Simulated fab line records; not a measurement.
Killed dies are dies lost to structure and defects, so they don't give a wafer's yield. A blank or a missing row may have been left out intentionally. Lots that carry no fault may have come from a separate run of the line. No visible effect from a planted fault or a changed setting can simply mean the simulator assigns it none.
Which tool was responsible?	flow sky130	11 lots with 33 wafers sampled at 2 steps, on a route of 708 steps

WHAT THE GAUGES SHOWED, per wafer
SKY_PASSIVATION_THK_MEAS_01. Usual: PASSIVATION_CVD_00_THK gives 90.3 nm (standard deviation 1.5).
lot	measured	on	PASSIVATION_CVD_00_THK (nm)	flag
L102	day 44 11:51	film_metro-01	91.0 89.0 91.6	
L103	day 44 17:36	film_metro-04	89.2 86.3 92.0	
L104	day 44 22:50	film_metro-03	88.0 89.7 91.4	
L105	day 45 10:34	film_metro-03	88.2 90.7 91.3	
L108	day 45 20:43	film_metro-03	91.5 90.4 92.1	
L111	day 46 23:07	film_metro-03	90.4 92.2 89.9	
L115	day 47 23:45	film_metro-03	91.9 89.3 90.1	
L117	day 48 08:58	film_metro-01	88.8 91.8 87.8	
L118	day 48 10:14	film_metro-04	90.7 90.6 92.3	
L121	day 49 05:51	film_metro-03	89.3 91.6 90.1	
L123	day 49 13:32	film_metro-04	90.6 91.0 91.3	

WHICH TOOL RAN EACH LOT (tool, then ch and the chambers of the sampled wafers, then the start)
lot	SKY_VIA4_STRIP_13
L102	plasma_asher-02 ch 0,1, day 43 10:50
L103	plasma_asher-02 ch 0,1, day 43 16:32
L104	plasma_asher-03 ch 0,1, day 43 22:14
L105	plasma_asher-03 ch 0,1, day 44 09:28
L108	plasma_asher-01 ch 0,1, day 44 20:05
L111	plasma_asher-01 ch 1, day 46 00:14
L115	plasma_asher-03 ch 0,1, day 47 01:14
L117	plasma_asher-02 ch 0,1, day 47 11:02
L118	plasma_asher-03 ch 0,1, day 47 12:47
L121	plasma_asher-03 ch 0,1, day 48 07:49
L123	plasma_asher-02 ch 0,1, day 48 16:56
- SKY_VIA4_STRIP_13: strips in O2/N2.

WHAT THE TOOLS THEMSELVES READ (means of the sampled wafers that have a number; where no wafer has one, the mark that the record gives instead)
SKY_VIA4_STRIP_13. Usual: drypump_motor_current_A 5.6 A, standard deviation 0.34; oes_product_au 0.710 a.u., standard deviation 0.0045; strip_time_to_endpoint_s 12.80 s, standard deviation 0.032.
lot	tool	drypump_motor_current_A (A)	oes_product_au (a.u.)	strip_time_to_endpoint_s (s)	flag
L102	plasma_asher-02	5.6	0.709	12.78	
L103	plasma_asher-02	5.4	0.708	12.77	
L104	plasma_asher-03	5.8	0.710	12.80	
L105	plasma_asher-03	6.0	0.711	12.79	
L108	plasma_asher-01	5.5	0.710	12.82	
L111	plasma_asher-01	5.2	0.713	12.85	
L115	plasma_asher-03	5.9	0.704	12.83	
L117	plasma_asher-02	5.4	0.709	12.79	
L118	plasma_asher-03	5.9	0.715	12.76	
L121	plasma_asher-03	6.0	0.709	12.81	
L123	plasma_asher-02	5.6	0.709	12.82	

THE ANSWER, worked out from the rows above alone
Rule: a lot counts as off when the mean over its wafers that have a number is more than 3 standard deviations away from the usual mean. A lot without any number at a reading at which 4 lots or more have one is off too. Any other lot the step has rows for is counted as sound. First the gauges in route order, then the tools' own readings, where a lot's mean is used as printed above. The first step at which some lot is off is used, and at that step the reading that is off furthest; a lot without a number counts as furthest.
No lot is off on any of the readings shown, so nothing can be concluded from this.

WHAT THE SIMULATOR HAD INSERTED
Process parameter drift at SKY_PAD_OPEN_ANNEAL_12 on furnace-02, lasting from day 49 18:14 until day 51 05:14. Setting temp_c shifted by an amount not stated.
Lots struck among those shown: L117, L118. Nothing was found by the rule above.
